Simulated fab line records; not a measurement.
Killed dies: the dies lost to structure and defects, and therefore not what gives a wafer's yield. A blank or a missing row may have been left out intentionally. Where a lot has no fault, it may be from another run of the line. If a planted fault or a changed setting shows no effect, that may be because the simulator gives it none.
fab line records | flow sky130
record: lots: 6 | wafers: 18 | last-day: 49
route steps=708 shown LDD_LDN@298 SPACER@304 POLY_CUT@307 SD_P@320 PAD_OPEN@708
lots with no fault: from the same line, run without faults
start-h: the number of hours between the record's first day and the start of the first shown wafer of the lot | wait-h: hours since the lot's step before | " unchanged from the row above | L1.1+2: one row covering several wafers at once | - no value, or no start given | * or withheld: withheld | < > ~ a bound
route shown NAME@n: a module of which the file shows steps, and the number in the route of the first | usual: mean and standard deviation over wafers with no fault | same: alike in all rows | chamber/n: place in a boat | sites: per-site readings | _std_site: the standard deviation of these | _edge_site: mean of outer sites minus mean of inner sites | radius-mm: for every site, how far away it sits from the centre of the wafer | mask NAME#n: copy n | behind: the tool/chamber that last shaped the wafer | hold: what put the lot on hold/how long, in hours/how the hold closed | device: transistor that didn't switch, given as n, p or np | end of line: the tests these same wafers got at the end of their route | a step without rows: its recipe alone | killed: at the first sort, the dies lost to defects and structure; wafer yield is something else | map: a wafer's dies, marking killed ones x, the rest . and places with no die _
set.NAME: the setting as run; set.NAME@STEP: as run at that earlier step | model.NAME: the simulator's own value behind a step, which no gauge read
lots at some steps of the route; a table a step, a row a wafer
services: when a tool's chamber went out of use (start-h, in hours from the record's first day, below 0 if earlier), for how many hours, and the reason
== steps ==
step: SKY_LDD_LDN_IMPLANT_09
recipe: species: As | energy-kev: 15 | dose-cm2: 1.25e+13 | tilt-deg: withheld | rotation-deg: 113
step: SKY_LDD_LDN_IMPLANT_10
recipe: species: As | energy-kev: 15 | dose-cm2: 1.25e+13 | tilt-deg: withheld | rotation-deg: 203
step: SKY_LDD_LDN_IMPLANT_11
recipe: species: As | energy-kev: 15 | dose-cm2: 1.25e+13 | tilt-deg: withheld | rotation-deg: 293
step: SKY_LDD_LDN_STRIP_12
recipe: chemistry: O2/N2 | power-w: 1400 | pressure-mtorr: 1500 | platen-temp-c: withheld | o2-flow-sccm: 3000 | n2-flow-sccm: 300 | overash-fraction: 0.5
usual: drypump-motor-current-A: 5.6/0.43 | oes-product-au: 0.715/0.0049 | strip-time-to-endpoint-s: 14.18/0.037
lot.wafer | tool            | chamber | start-h | wait-h | drypump-motor-current-A | oes-product-au | rf-hours-counter-h | strip-time-to-endpoint-s
L789.2    | plasma-asher-04 | 1       | 544.77  | 0.1    | 5.3                     | 0.718          | 91                 | 14.13
L789.4    | "               | 1       | "       | "      | 5.3                     | 0.714          | -                  | 14.10
L789.6    | "               | 1       | "       | "      | 5.3                     | 0.711          | -                  | 14.14
L795.3    | plasma-asher-03 | 0       | 592.20  | 0.1    | 5.9                     | 0.712          | -                  | 14.18
L795.4    | "               | 1       | "       | "      | 5.8                     | 0.708          | -                  | 14.17
L795.6    | "               | 1       | "       | "      | 5.8                     | 0.715          | -                  | 14.16
L796.1    | plasma-asher-04 | 1       | 599.52  | 0.1    | 5.2                     | 0.714          | 96                 | 14.13
L796.2    | "               | 0       | "       | "      | 6.3                     | 0.715          | 96                 | 14.17
L796.5    | "               | 1       | "       | "      | 5.3                     | 0.711          | -                  | 14.15
L804.1    | plasma-asher-03 | 0       | 680.52  | 0.1    | 5.9                     | 0.713          | 52                 | 14.21
L804.2    | "               | 1       | "       | "      | 5.7                     | 0.716          | 52                 | 14.18
L804.3    | "               | 0       | "       | "      | 5.9                     | 0.719          | -                  | 14.20
L805.2    | plasma-asher-04 | 0       | 692.03  | 0.1    | 6.3                     | 0.718          | 106                | 14.14
L805.4    | "               | 0       | "       | "      | 6.3                     | 0.714          | -                  | 14.17
L805.5    | "               | 0       | "       | "      | 6.3                     | 0.705          | -                  | 14.21
L809.2    | plasma-asher-04 | 1       | 706.12  | 0.1    | 5.2                     | 0.710          | 107                | 14.19
L809.3    | "               | 0       | "       | "      | 6.3                     | 0.714          | -                  | 14.16
L809.5    | "               | 0       | "       | "      | 6.3                     | 0.708          | -                  | 14.16
step: SKY_LDD_LDN_TW_MEAS_13
usual: LDD_LDN_TW: 1487/20
lot.wafer | tool          | chamber | start-h | wait-h | LDD_LDN_TW
L789.2    | film-metro-01 | -       | 544.88  | 0.1    | 1508
L789.4    | "             | -       | "       | "      | 1500
L789.6    | "             | -       | "       | "      | 1501
L795.3    | film-metro-01 | -       | 592.29  | 0.1    | 1508
L795.4    | "             | -       | "       | "      | 1509
L795.6    | "             | -       | "       | "      | 1511
L796.1    | film-metro-03 | -       | 599.62  | 0.1    | 1457
L796.2    | "             | -       | "       | "      | 1462
L796.5    | "             | -       | "       | "      | 1463
L804.1    | film-metro-03 | -       | 680.62  | 0.1    | 1468
L804.2    | "             | -       | "       | "      | 1467
L804.3    | "             | -       | "       | "      | 1475
L805.2    | film-metro-04 | -       | 692.14  | 0.1    | 1488
L805.4    | "             | -       | "       | "      | 1476
L805.5    | "             | -       | "       | "      | 1469
L809.2    | film-metro-01 | -       | 706.23  | 0.1    | 1519
L809.3    | "             | -       | "       | "      | 1520
L809.5    | "             | -       | "       | "      | 1516
step: SKY_LDD_LDN_CLEAN_14
recipe: chemistry: SC1/SC2 | mix: 1:4:20 | temp-c: 70 | time-s: 150 | dry: n2-spin
step: SKY_SPACER_CVD_00
recipe: material: Si3N4 | precursor: DCS/NH3 | target-thk-nm: 43.1 | temp-c: 770 | time-s: 740 | pressure-mtorr: 250
step: SKY_SPACER_THK_MEAS_01
recipe: reads: Si3N4_of_SPACER_CVD_00
usual: SPACER_CVD_00_THK: 43.1/0.36
lot.wafer | tool          | chamber | start-h | wait-h | SPACER_CVD_00_THK[nm]
L789.2    | film-metro-02 | -       | 546.21  | 0.0    | 43.3
L789.4    | "             | -       | "       | "      | 43.1
L789.6    | "             | -       | "       | "      | 42.8
L795.3    | film-metro-03 | -       | 593.61  | 0.0    | 43.4
L795.4    | "             | -       | "       | "      | 43.4
L795.6    | "             | -       | "       | "      | 43.2
L796.1    | film-metro-01 | -       | 601.54  | 0.0    | 43.6
L796.2    | "             | -       | "       | "      | 43.6
L796.5    | "             | -       | "       | "      | 43.6
L804.1    | film-metro-02 | -       | 684.06  | 0.0    | 42.9
L804.2    | "             | -       | "       | "      | 43.2
L804.3    | "             | -       | "       | "      | 43.3
L805.2    | film-metro-01 | -       | 694.55  | 0.0    | 43.3
L805.4    | "             | -       | "       | "      | 43.4
L805.5    | "             | -       | "       | "      | 43.4
L809.2    | film-metro-01 | -       | 707.55  | 0.0    | 42.8
L809.3    | "             | -       | "       | "      | 43.1
L809.5    | "             | -       | "       | "      | 42.9
step: SKY_SPACER_ETCHBACK_02
recipe: chemistry: CH3F/O2 | target: Si3N4 | stop-on: SiO2 | source-w: 400 | bias-w: 80 | pressure-mtorr: 25 | ch3f-flow-sccm: 40 | O2_flow_sccm: 30 | time-s: 46.7 | target-depth-a: 450
usual: drypump-motor-current-A: 5.7/0.44 | oes-product-au: 0.855/0.0061 | throttle-valve-pct: 10.564/0.01
lot.wafer | tool        | chamber | start-h | wait-h | drypump-motor-current-A | oes-product-au | rf-hours-counter-h | throttle-valve-pct
L789.2    | rie-diel-01 | 2       | 546.26  | 0.0    | 6.2                     | 0.858          | 78                 | 10.563
L789.4    | "           | 1       | "       | "      | 5.3                     | 0.861          | 11                 | 10.565
L789.6    | "           | 1       | "       | "      | 5.3                     | 0.851          | -                  | 10.577
L795.3    | rie-diel-03 | 1       | 593.65  | 0.0    | 5.8                     | 0.856          | 25                 | 10.561
L795.4    | "           | 1       | "       | "      | 5.8                     | 0.866          | -                  | 10.568
L795.6    | "           | 2       | "       | "      | 5.8                     | 0.854          | -                  | 10.570
L796.1    | rie-diel-01 | 3       | 601.60  | 0.1    | 6.5                     | 0.866          | 4                  | 10.574
L796.2    | "           | 0       | "       | "      | 5.9                     | 0.864          | 14                 | 10.559
L796.5    | "           | 2       | "       | "      | 6.2                     | 0.863          | -                  | 10.551
L804.1    | rie-diel-01 | 2       | 684.12  | 0.1    | 6.2                     | 0.847          | 2                  | 10.566
L804.2    | "           | 0       | "       | "      | 5.9                     | 0.855          | 15                 | 10.573
L804.3    | "           | 3       | "       | "      | 6.5                     | 0.845          | 5                  | 10.564
L805.2    | rie-diel-03 | 3       | 694.60  | 0.0    | 5.8                     | 0.865          | 47                 | 10.577
L805.4    | "           | 2       | "       | "      | 5.9                     | 0.854          | 16                 | 10.565
L805.5    | "           | 2       | "       | "      | 5.9                     | 0.856          | -                  | 10.565
L809.2    | rie-diel-04 | 1       | 707.60  | 0.0    | 6.3                     | 0.842          | 18                 | 10.550
L809.3    | "           | 3       | "       | "      | 5.1                     | 0.856          | 15                 | 10.572
L809.5    | "           | 0       | "       | "      | 5.1                     | 0.843          | -                  | 10.580
step: SKY_POLY_CUT_DEHYDRATE_00
recipe: temp-c: 200 | time-s: 60
step: SKY_POLY_CUT_HMDS_01
recipe: prime-time-s: 60 | prime-temp-c: 120
step: SKY_POLY_CUT_COAT_02
recipe: resist: BARC | temp-c: withheld | time-s: withheld | spin-rpm: 3000 | resist-thk-nm: 60
step: SKY_POLY_CUT_COAT_03
recipe: resist: KrF-thick | spin-rpm: 3000 | resist-thk-nm: 450
usual: spin-speed-rpm: 2999.6/1.8
lot.wafer | tool           | chamber | start-h | wait-h | spin-speed-rpm | model.KrF-thick_of_POLY_CUT_COAT_03.thk-nm
L789.2    | litho-track-02 | 0       | 560     | -      | 2998.7         | 449.9
L789.4    | "              | 0       | "       | "      | 2998.8         | 452.3
L789.6    | "              | 0       | "       | "      | 3000.5         | 452.1
L795.3    | litho-track-03 | 0       | 608     | -      | 2857.2         | 460.9
L795.4    | "              | 0       | "       | "      | 2855.8         | 459.2
L795.6    | "              | 0       | "       | "      | 2855.4         | 459.7
L796.1    | litho-track-03 | 0       | 616     | -      | 2858.2         | 460.6
L796.2    | "              | 0       | "       | "      | 2854.2         | 461.9
L796.5    | "              | 0       | "       | "      | 2856.0         | 460
L804.1    | litho-track-04 | 0       | 697     | -      | 2999.1         | 450.7
L804.2    | "              | 0       | 698     | -      | 2997.2         | 450.7
L804.3    | "              | 0       | "       | "      | 3000.1         | 449.6
L805.2    | litho-track-03 | 0       | 708     | -      | 3002.2         | 449.3
L805.4    | "              | 0       | "       | "      | 2998.6         | 451.5
L805.5    | "              | 0       | "       | "      | 3000.1         | 449.4
L809.2    | litho-track-03 | 0       | 721     | -      | 3001.5         | 449.7
L809.3    | "              | 0       | "       | "      | 2996.7         | 450
L809.5    | "              | 0       | "       | "      | 2999.7         | 451.1
step: SKY_POLY_CUT_SOFTBAKE_04
recipe: temp-c: 100 | time-s: 90 | resist: KrF-thick
step: SKY_POLY_CUT_EXPOSE_05
recipe: mask-id: NPCM | na: 0.8 | source-shape: annular | sigma-inner: 0.55 | sigma-outer: 0.85 | target-cd-nm: 270 | dose-mj: 32
step: SKY_POLY_CUT_PEB_06
recipe: peb-temp-c: withheld | peb-time-s: withheld | resist: KrF-thick
step: SKY_POLY_CUT_DEVELOP_07
recipe: develop-time-s: 60 | resist: KrF-thick | dev-temp-c: 21
step: SKY_POLY_CUT_CD_MEAS_08
recipe: target-cd-nm: 270
usual: cd-nm: 269.5/1.5
lot.wafer | tool      | chamber | start-h | wait-h | cd-nm
L789.2    | cd-sem-02 | -       | 575.21  | -      | 269.6
L789.4    | "         | -       | "       | "      | 268.6
L789.6    | "         | -       | "       | "      | 267.3
L795.3    | cd-sem-02 | -       | 622.78  | -      | 269.1
L795.4    | "         | -       | "       | "      | 268.3
L795.6    | "         | -       | "       | "      | 268.2
L796.1    | cd-sem-01 | -       | 630.24  | -      | 268.5
L796.2    | "         | -       | "       | "      | 267.8
L796.5    | "         | -       | "       | "      | 267.1
L804.1    | cd-sem-01 | -       | 712.54  | -      | 268.7
L804.2    | "         | -       | "       | "      | 270.0
L804.3    | "         | -       | "       | "      | 268.8
L805.2    | cd-sem-01 | -       | 722.36  | -      | 270.4
L805.4    | "         | -       | "       | "      | 269.3
L805.5    | "         | -       | "       | "      | 269.2
L809.2    | cd-sem-02 | -       | 734.86  | -      | 269.4
L809.3    | "         | -       | "       | "      | 270.7
L809.5    | "         | -       | "       | "      | 268.7
step: SKY_POLY_CUT_OVL_MEAS_09
usual: POLY_CUT_OVL: -4/6.2
lot.wafer | tool       | chamber | start-h | wait-h | POLY_CUT_OVL[nm]
L789.2    | overlay-01 | -       | 575.32  | 0.1    | 4
L789.4    | "          | -       | "       | "      | 0
L789.6    | "          | -       | "       | "      | 3
L795.3    | overlay-01 | -       | 622.87  | 0.1    | -5
L795.4    | "          | -       | "       | "      | -2
L795.6    | "          | -       | "       | "      | -7
L796.1    | overlay-02 | -       | 630.36  | 0.1    | -10
L796.2    | "          | -       | "       | "      | -7
L796.5    | "          | -       | "       | "      | -4
L804.1    | overlay-01 | -       | 712.66  | 0.1    | -6
L804.2    | "          | -       | "       | "      | -6
L804.3    | "          | -       | "       | "      | -11
L805.2    | overlay-01 | -       | 722.46  | 0.1    | -12
L805.4    | "          | -       | "       | "      | -14
L805.5    | "          | -       | "       | "      | 1
L809.2    | overlay-01 | -       | 734.97  | 0.1    | -3
L809.3    | "          | -       | "       | "      | -8
L809.5    | "          | -       | "       | "      | -10
step: SKY_POLY_CUT_ETCH_10
recipe: chemistry: N2/H2 | target: BARC | ion-energy-ev: 200 | source-w: 500 | bias-w: 100 | pressure-mtorr: 30 | n2-flow-sccm: 100 | h2-flow-sccm: 200 | stop-on: SiO2 | time-s: 45.9 | target-depth-a: 600
usual: drypump-motor-current-A: 5.7/0.48 | h2-flow-sccm: 200.0/0.56 | oes-product-au: 0.854/0.005 | throttle-valve-pct: 13.225/0.0086
lot.wafer | tool        | chamber | start-h | wait-h | drypump-motor-current-A | h2-flow-sccm | oes-product-au | rf-hours-counter-h | throttle-valve-pct | model.KrF-thick_of_POLY_CUT_COAT_03.thk-nm
L789.2    | rie-diel-01 | 1       | 575.35  | 0.0    | 5.4                     | 199.2        | 0.855          | 12                 | 13.230             | 407.9
L789.4    | "           | 1       | "       | "      | 5.4                     | 199.4        | 0.862          | -                  | 13.213             | 410.5
L789.6    | "           | 0       | "       | "      | 5.8                     | 199.7        | 0.852          | -                  | 13.221             | 409.9
L795.3    | rie-diel-01 | 1       | 622.90  | 0.0    | 5.4                     | 199.9        | 0.860          | 12                 | 13.235             | 418.8
L795.4    | "           | 0       | "       | "      | 5.8                     | 199.8        | 0.858          | 14                 | 13.223             | 416.9
L795.6    | "           | 1       | "       | "      | 5.4                     | 200.3        | 0.858          | -                  | 13.225             | 417.3
L796.1    | rie-diel-02 | 1       | 630.39  | 0.0    | 4.9                     | 200.1        | 0.855          | 9                  | 13.233             | 418.4
L796.2    | "           | 0       | "       | "      | 6.1                     | 199.8        | 0.845          | 4                  | 13.230             | 420.2
L796.5    | "           | 1       | "       | "      | 4.9                     | 200.6        | 0.855          | -                  | 13.244             | 417.9
L804.1    | rie-diel-04 | 1       | 712.70  | 0.0    | 6.3                     | 200.3        | 0.856          | 18                 | 13.230             | 409.1
L804.2    | "           | 2       | "       | "      | 5.7                     | 199.4        | 0.857          | 11                 | 13.225             | 408.6
L804.3    | "           | 3       | "       | "      | 5.2                     | 200.2        | 0.859          | 15                 | 13.227             | 408
L805.2    | rie-diel-02 | 0       | 722.49  | 0.0    | 6.1                     | 200.2        | 0.852          | 7                  | 13.219             | 407.5
L805.4    | "           | 3       | "       | "      | 5.7                     | 199.1        | 0.856          | 19                 | 13.235             | 409.4
L805.5    | "           | 1       | "       | "      | 4.9                     | 200.1        | 0.851          | -                  | 13.214             | 407.4
L809.2    | rie-diel-04 | 1       | 735.00  | 0.0    | 6.2                     | 200.5        | 0.847          | 18                 | 13.220             | 408.1
L809.3    | "           | 2       | "       | "      | 5.7                     | 200.3        | 0.843          | 11                 | 13.228             | 407.7
L809.5    | "           | 2       | "       | "      | 5.7                     | 199.9        | 0.849          | -                  | 13.224             | 408.4
step: SKY_POLY_CUT_ETCH_11
recipe: target: Si3N4 | chemistry: CF4/CH2F2/Ar | stop-on: poly-Si | source-w: 600 | bias-w: 150 | pressure-mtorr: 40 | cf4-flow-sccm: 40 | ch2f2-flow-sccm: 20 | Ar_flow_sccm: 150 | time-s: 42.5 | target-depth-a: 600
usual: drypump-motor-current-A: 5.7/0.48 | oes-product-au: 0.829/0.0081 | throttle-valve-pct: 14.995/0.0085
lot.wafer | tool        | chamber | start-h | wait-h | drypump-motor-current-A | oes-product-au | rf-hours-counter-h | throttle-valve-pct
L789.2    | rie-diel-01 | 1       | 575.39  | 0.0    | 5.4                     | 0.840          | 12                 | 14.994
L789.4    | "           | 1       | "       | "      | 5.4                     | 0.827          | -                  | 14.990
L789.6    | "           | 0       | "       | "      | 5.9                     | 0.829          | -                  | 14.990
L795.3    | rie-diel-01 | 1       | 622.94  | 0.0    | 5.4                     | 0.831          | 12                 | 14.974
L795.4    | "           | 0       | "       | "      | 5.8                     | 0.824          | 14                 | 14.984
L795.6    | "           | 1       | "       | "      | 5.4                     | 0.830          | -                  | 14.991
L796.1    | rie-diel-02 | 1       | 630.43  | 0.0    | 4.9                     | 0.839          | 9                  | 14.989
L796.2    | "           | 0       | "       | "      | 6.1                     | 0.836          | 4                  | 14.992
L796.5    | "           | 1       | "       | "      | 4.9                     | 0.830          | -                  | 14.995
L804.1    | rie-diel-04 | 0       | 712.74  | 0.0    | 5.1                     | 0.830          | 4                  | 15.002
L804.2    | "           | 2       | "       | "      | 5.7                     | 0.836          | 11                 | 14.999
L804.3    | "           | 3       | "       | "      | 5.2                     | 0.821          | 15                 | 14.988
L805.2    | rie-diel-02 | 0       | 722.53  | 0.0    | 6.1                     | 0.830          | 7                  | 15.009
L805.4    | "           | 3       | "       | "      | 5.8                     | 0.828          | 19                 | 14.994
L805.5    | "           | 1       | "       | "      | 4.9                     | 0.830          | -                  | 14.993
L809.2    | rie-diel-04 | 1       | 735.04  | 0.0    | 6.2                     | 0.820          | 18                 | 14.988
L809.3    | "           | 2       | "       | "      | 5.7                     | 0.823          | 11                 | 14.994
L809.5    | "           | 2       | "       | "      | 5.7                     | 0.825          | -                  | 14.996
step: SKY_POLY_CUT_STRIP_12
recipe: chemistry: O2/N2 | power-w: 1400 | pressure-mtorr: 1500 | platen-temp-c: withheld | o2-flow-sccm: 3000 | n2-flow-sccm: 300 | overash-fraction: 0.5
usual: drypump-motor-current-A: 5.59/0.27 | oes-product-au: 0.452/0.0045 | strip-time-to-endpoint-s: 5.357/0.018
lot.wafer | tool            | chamber | start-h | wait-h | drypump-motor-current-A | oes-product-au | rf-hours-counter-h | strip-time-to-endpoint-s
L789.2    | plasma-asher-02 | 0       | 575.43  | 0.0    | 5.56                    | 0.449          | 14                 | 5.360
L789.4    | "               | 0       | "       | "      | 5.57                    | 0.449          | -                  | 5.378
L789.6    | "               | 1       | "       | "      | 5.11                    | 0.456          | -                  | 5.361
L795.3    | plasma-asher-03 | 0       | 623.01  | 0.1    | 5.86                    | 0.458          | -                  | 5.460
L795.4    | "               | 1       | "       | "      | 5.75                    | 0.459          | -                  | 5.447
L795.6    | "               | 0       | "       | "      | 5.87                    | 0.460          | -                  | 5.440
L796.1    | plasma-asher-02 | 1       | 630.47  | 0.0    | 5.10                    | 0.452          | 20                 | 5.467
L796.2    | "               | 0       | "       | "      | 5.56                    | 0.452          | 20                 | 5.479
L796.5    | "               | 1       | "       | "      | 5.10                    | 0.447          | -                  | 5.464
L804.1    | plasma-asher-01 | 0       | 712.78  | 0.0    | 5.44                    | 0.456          | 91                 | 5.364
L804.2    | "               | 1       | "       | "      | 5.82                    | 0.453          | 91                 | 5.360
L804.3    | "               | 1       | "       | "      | 5.84                    | 0.451          | -                  | 5.359
L805.2    | plasma-asher-02 | 1       | 722.57  | 0.0    | 5.11                    | 0.458          | 29                 | 5.345
L805.4    | "               | 1       | "       | "      | 5.09                    | 0.455          | -                  | 5.375
L805.5    | "               | 1       | "       | "      | 5.09                    | 0.454          | -                  | 5.350
L809.2    | plasma-asher-03 | 1       | 735.08  | 0.0    | 5.71                    | 0.452          | 57                 | 5.352
L809.3    | "               | 0       | "       | "      | 5.88                    | 0.449          | -                  | 5.354
L809.5    | "               | 1       | "       | "      | 5.74                    | 0.450          | -                  | 5.361
step: SKY_SD_P_DEHYDRATE_00
recipe: temp-c: 200 | time-s: 60
step: SKY_PAD_OPEN_PROBE_99
usual: killed_at_M0_to_M3: 44/6.5 | killed_at_M4_up: 3.3/1.9 | killed-at-contacts: 23/4.7 | killed-at-front-end: 15/4.5 | killed-at-other: 0.2/0.52 | killed-dies: 86/8.9 | killed-open: 47/6.8 | killed-short: 39/6.1
same: gross-dies: 492 | killed-at-back-side: 0
lot.wafer | tool      | chamber | start-h | wait-h | killed_at_M0_to_M3 | killed_at_M4_up | killed-at-contacts | killed-at-front-end | killed-at-other | killed-dies | killed-open | killed-short
L795.3    | prober-01 | -       | 1114.66 | 0.2    | 42                 | 3               | 22                 | 9                   | 0               | 76          | 42          | 34
L795.4    | prober-01 | -       | 1114.71 | 0.2    | 42                 | 3               | 16                 | 9                   | 1               | 71          | 39          | 32
L795.6    | prober-01 | -       | 1114.81 | 0.2    | 39                 | 3               | 20                 | 18                  | 0               | 80          | 53          | 27
L809.2    | prober-02 | -       | 1185.76 | 0.1    | 55                 | 4               | 20                 | 12                  | 0               | 91          | 49          | 42
L809.3    | prober-02 | -       | 1185.81 | 0.2    | 49                 | 2               | 21                 | 18                  | 1               | 91          | 47          | 44
L809.5    | prober-02 | -       | 1185.91 | 0.2    | 41                 | 4               | 23                 | 17                  | 0               | 85          | 43          | 42
killed by level:class
L795.3 VIA1:geometric-particle:open=10 VIA3:geometric-particle:open=8 CONTACT:geometric-particle:open=7 VIA3:geometric-particle:short=7 LOCAL_INTERCONNECT:geometric-particle:short=5 LI_CONTACT:geometric-particle:open=4 METAL1:geometric-particle:short=4 VIA2:geometric-particle:open=4
L795.4 VIA3:geometric-particle:open=10 CONTACT:geometric-particle:open=7 METAL2:geometric-particle:short=7 VIA2:geometric-particle:open=7 LOCAL_INTERCONNECT:geometric-particle:short=4 FIELD_ISO:geometric-particle:short=3 LI_CONTACT:geometric-particle:open=3 METAL1:geometric-particle:short=3
L795.6 VIA2:geometric-particle:open=9 VIA1:geometric-particle:open=8 POLY_GATE:geometric-particle:short=7 LI_CONTACT:geometric-particle:open=7 VIA3:geometric-particle:open=7 FIELD_ISO:geometric-particle:open=5 LOCAL_INTERCONNECT:geometric-particle:short=5 CONTACT:geometric-particle:open=5
L809.2 VIA1:geometric-particle:open=12 METAL1:geometric-particle:short=10 VIA2:geometric-particle:open=8 CONTACT:geometric-particle:open=7 VIA1:geometric-particle:short=6 LI_CONTACT:geometric-particle:open=5 CONTACT:geometric-particle:short=5 VIA3:geometric-particle:open=5
L809.3 METAL1:geometric-particle:short=10 LI_CONTACT:geometric-particle:open=8 VIA1:geometric-particle:open=7 CONTACT:geometric-particle:open=7 VIA2:geometric-particle:open=6 VIA1:geometric-particle:short=6 POLY_GATE:geometric-particle:open=5 VIA3:geometric-particle:open=5
L809.5 VIA3:geometric-particle:open=9 CONTACT:geometric-particle:open=7 METAL2:geometric-particle:short=7 VIA2:geometric-particle:open=7 LOCAL_INTERCONNECT:geometric-particle:short=6 VIA1:geometric-particle:open=5 CONTACT:geometric-particle:short=5 POLY_GATE:geometric-particle:open=4
== services ==
tool            | chamber | start-h | hours | kind
plasma-asher-02 | -       | 540.61  | 2.1   | repair
rie-diel-03     | -       | 544.25  | 14.6  | pm
rie-diel-01     | 2       | 561.23  | -     | clean
rie-diel-01     | 2       | 561.23  | 24.0  | scheduled-down
rie-diel-01     | 2       | 561.23  | 24.0  | vent-cycle
rie-diel-01     | -       | 565.18  | 0.8   | repair
rie-diel-03     | 2       | 584.11  | 1.4   | repair
rie-diel-01     | 1       | 584.87  | 1.6   | repair
rie-diel-03     | 0       | 586.87  | 9.9   | repair
rie-diel-02     | 3       | 606.80  | 9.4   | repair
rie-diel-02     | 2       | 624.31  | -     | clean
rie-diel-02     | 2       | 624.31  | 27.5  | scheduled-down
rie-diel-02     | 2       | 624.31  | 27.5  | vent-cycle
rie-diel-03     | -       | 628.98  | 2.8   | pm
rie-diel-04     | 3       | 639.14  | 23.3  | repair
plasma-asher-03 | -       | 667.76  | 11.0  | repair
rie-diel-03     | 3       | 687.06  | 4.2   | repair
plasma-asher-01 | -       | 704.36  | 2.3   | repair
rie-diel-04     | 0       | 714.26  | 33.5  | repair
plasma-asher-01 | -       | 721.53  | 4.0   | repair
plasma-asher-03 | -       | 721.92  | 3.1   | repair
plasma-asher-04 | -       | 733.75  | 9.0   | pm
plasma-asher-04 | 0       | 733.75  | 9.0   | vent-cycle
plasma-asher-04 | 1       | 733.75  | 9.0   | vent-cycle
== key ==
first-sign: step: SKY_POLY_CUT_COAT_03 | reading: spin-speed-rpm | direction: down | sigmas: 80 | usual: 2999.6 | struck: 2856.1
effect: step: SKY_POLY_CUT_STRIP_12 | reading: strip-time-to-endpoint-s | direction: up | sigmas: 5.7 | usual: * | struck: *
model-effect: step: SKY_POLY_CUT_COAT_03 | value: KrF-thick_of_POLY_CUT_COAT_03.thk-nm | without: 449.3 | struck: 460.4
model-effect: step: SKY_POLY_CUT_ETCH_10 | value: KrF-thick_of_POLY_CUT_COAT_03.thk-nm | without: 407.2 | struck: 418.3
met-at SKY_POLY_CUT_COAT_03
struck-wafers L795.3,L795.4,L795.6,L796.1,L796.2,L796.5
tester-left-out L795,L796
fault: kind: process-parameter-drift | tool: litho-track-03 | chamber: - | onset-h: 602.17 | steps: SKY_POLY_CUT_COAT_03 | channel: spin-rpm | offset: -142.68 | shape: step | end-h: 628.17 | acts-in: these-recipes-only | stated: 3000
tester-left-out: of these lots the tester's yield and bins aren't shown, on N5 and GAA mostly nor the transistor test; their killed dies are dies lost to structure and defects alone, not to doping, threshold or leakage, so they don't give the yield
